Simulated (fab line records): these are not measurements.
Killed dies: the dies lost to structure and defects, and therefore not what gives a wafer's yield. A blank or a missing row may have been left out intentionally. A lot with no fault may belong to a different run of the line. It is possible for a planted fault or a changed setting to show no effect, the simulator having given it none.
Which tool was responsible?	flow sky130	Sampling: 13 lots, 39 wafers, 2 of 708 route steps

== WHAT THE GAUGES SHOWED, per wafer ==
SKY_VIA3_THK_MEAS_23: measures by xrf.
lot	measured	on	VIA3_W_THK (nm)
L626	day 39 17:01	filmMetro-01	378 386 387
L627	day 40 01:37	filmMetro-02	381 377 375
L628	day 40 09:17	filmMetro-01	388 388 388
L633	day 42 14:10	filmMetro-03	390 405 403
L635	day 43 04:02	filmMetro-02	387 399 384
L636	day 43 02:40	filmMetro-02	380 380 377
L640	day 44 02:24	filmMetro-03	383 386 383
L641	day 44 08:16	filmMetro-01	391 398 388
L643	day 45 02:38	filmMetro-03	393 412 403
L645	day 45 04:46	filmMetro-03	390 389 389
L646	day 45 11:40	filmMetro-02	386 401 387
L647	day 45 19:07	filmMetro-01	391 399 399
L648	day 46 01:20	filmMetro-02	382 382 394

== WHAT TOOL EACH LOT RAN ON (gives the tool, then ch and the chambers of the sampled wafers, and finally the start) ==
lot	SKY_VT_ADJUST_PCH_STRIP_09
L626	plasmaAsher-01 ch 0,1, day 10 10:12
L627	plasmaAsher-04 ch 0,1, day 10 19:35
L628	plasmaAsher-01 ch 0,1, day 11 01:26
L633	plasmaAsher-04 ch 0,1, day 13 14:35
L635	plasmaAsher-04 ch 0,1, day 13 18:03
L636	plasmaAsher-04 ch 0,1, day 13 19:21
L640	plasmaAsher-02 ch 0,1, day 15 01:46
L641	plasmaAsher-01 ch 0,1, day 15 11:00
L643	plasmaAsher-04 ch 0,1, day 16 07:30
L645	plasmaAsher-01 ch 0,1, day 16 15:26
L646	plasmaAsher-01 ch 0,1, day 17 00:32
L647	plasmaAsher-02 ch 0,1, day 17 08:42
L648	plasmaAsher-04 ch 0,1, day 17 18:12
- SKY_VT_ADJUST_PCH_STRIP_09: strips in O2/N2.

== AS READ BY THE TOOLS THEMSELVES (means over the sampled wafers that have a number; for cases with no such wafer, the mark the record gives instead) ==
SKY_VT_ADJUST_PCH_STRIP_09.
lot	tool	drypumpMotorCurrentA (A)	o2FlowSccm (sccm)	oesProductAu (a.u.)	stripTimeToEndpointS (s)
L626	plasmaAsher-01	5.8	3006	0.722	37.01
L627	plasmaAsher-04	4.9	3000	0.726	36.99
L628	plasmaAsher-01	5.8	2990	0.721	37.18
L633	plasmaAsher-04	5.0	2993	0.721	36.85
L635	plasmaAsher-04	4.9	2998	0.722	37.01
L636	plasmaAsher-04	5.1	2997	0.722	36.97
L640	plasmaAsher-02	5.7	2999	0.718	37.00
L641	plasmaAsher-01	5.8	3007	0.720	37.02
L643	plasmaAsher-04	4.9	2995	0.726	36.87
L645	plasmaAsher-01	5.8	3002	0.724	37.00
L646	plasmaAsher-01	5.6	3005	0.720	37.08
L647	plasmaAsher-02	5.7	3002	0.720	36.99
L648	plasmaAsher-04	5.0	2994	0.719	37.01

== THE ANSWER, worked out from the rows above alone ==
Rule: what is usual is taken from the lots themselves. Put in order of their means at a reading, lots are off if they are a third of the lots or fewer, leave a main group of 4 or more, and stand apart from it by a gap of 3 or more times the standard deviation of the main group's means; of several such gaps the widest counts. A main group whose means are all the same, to the digits that the tables above print for the reading, isn't used. A lot without any number at a reading at which 4 lots or more have one is off too. All remaining lots with rows at the step are treated as sound. After the gauges, taken in route order, come the tools' own readings; for these a lot's mean is taken, as printed above. The first step at which some lot is off is used, and at that step the reading that is off furthest; a lot without a number counts as furthest.
No lot is off at any reading shown: from this, nothing can be told.

== WHAT WAS PUT IN BY THE SIMULATOR ==
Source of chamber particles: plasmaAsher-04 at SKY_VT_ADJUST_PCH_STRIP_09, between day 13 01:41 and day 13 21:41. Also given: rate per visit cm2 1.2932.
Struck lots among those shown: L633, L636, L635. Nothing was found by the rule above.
